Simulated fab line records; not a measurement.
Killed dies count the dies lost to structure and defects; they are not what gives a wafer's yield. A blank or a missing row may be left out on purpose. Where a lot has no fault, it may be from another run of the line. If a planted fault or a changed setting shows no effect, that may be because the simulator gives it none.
2 desks looking at one fault | flow sfq line | numbers are kept per desk, each desk with only its own; the story behind them comes last

== DESK OF THE TOOL OWNER: krf scanner-01 ==
The tool's own readings at SFQ_TRILAYER_I7_VIA_LITHO_EXPOSE_188 (exposes mask I7, target cd 1000 nm): means of the sampled wafers that have a number, for each lot that ran on this tool. Any lot whose mean is over 4 standard deviations away from the usual mean is out of limits and marked OUT; that distance is given in the brackets.
Columns: A = exposure dose mJ cm2 at SFQ_TRILAYER_I7_VIA_LITHO_EXPOSE_188, usual 21.301
lot  | first seen here | A
L388 | day 79 05:07    | 21.293
L389 | day 79 20:43    | 21.284
L390 | day 79 22:19    | 21.313
L391 | day 80 00:31    | 21.303
L392 | day 80 14:43    | 21.304
L393 | day 80 15:55    | 21.295
L394 | day 80 19:43    | 21.283
L395 | day 80 20:55    | 21.285
L396 | day 80 23:07    | 21.304
L397 | day 81 00:19    | 21.293
This desk's verdict: no lot among the 10 shows anything out of limits.

== METROLOGY DESK ==
What the gauges read for every lot (on any tool): the sampled wafers with a number, averaged. Any lot whose mean is over 4 standard deviations away from the usual mean is out of limits and marked OUT; that distance is given in the brackets.
Columns: A = I6_BOW at SFQ_I6_BOW_MEAS_941, usual 8 um; B = I7_OVL at SFQ_I7_OVL_MEAS_947, usual 2 nm
lot  | first seen here | A  | B
L388 | day 73 14:28    | 8  | -3
L389 | day 74 04:51    | 2  | 3
L390 | day 74 07:53    | 5  | -3
L391 | day 74 10:52    | -3 | 4
L392 | day 75 20:52    | 7  | 1
L393 | day 75 23:52    | -2 | 7
L394 | day 76 02:53    | 14 | 267 (+45) OUT
L395 | day 76 05:46    | 10 | 270 (+45) OUT
L396 | day 76 05:52    | 21 | 278 (+47) OUT
L397 | day 76 08:52    | 9  | 271 (+46) OUT
L409 | day 79 22:53    | 4  | 3
L410 | day 80 01:05    | 23 | 4
L411 | day 80 04:41    | 5  | 7
Per this desk, out of limits: L394, L395, L396, L397; the first was L394, day 80 21:01 (I7_OVL at SFQ_I7_OVL_MEAS_947). In limits: L388, L389, L390, L391, L392, L393, L409, L410, L411.

== TAKEN TOGETHER ==
Metrology desk: alarm possible at day 80 21:01 on L394, L395, L396, L397.
The tool owner's desk saw nothing out of limits.
On record at the tool owner's desk: L394, L395, L396, L397, within its limits.
The lots listed all ran SFQ_TRILAYER_I7_VIA_LITHO_EXPOSE_188 on krf scanner-01.

== WHAT THE SIMULATOR PUT IN ==
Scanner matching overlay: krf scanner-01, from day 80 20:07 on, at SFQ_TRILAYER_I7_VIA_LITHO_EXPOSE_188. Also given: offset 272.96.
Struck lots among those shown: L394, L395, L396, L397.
Time in hours between the start of the fault and the first out-of-limits reading at each desk: metrology desk, 1.
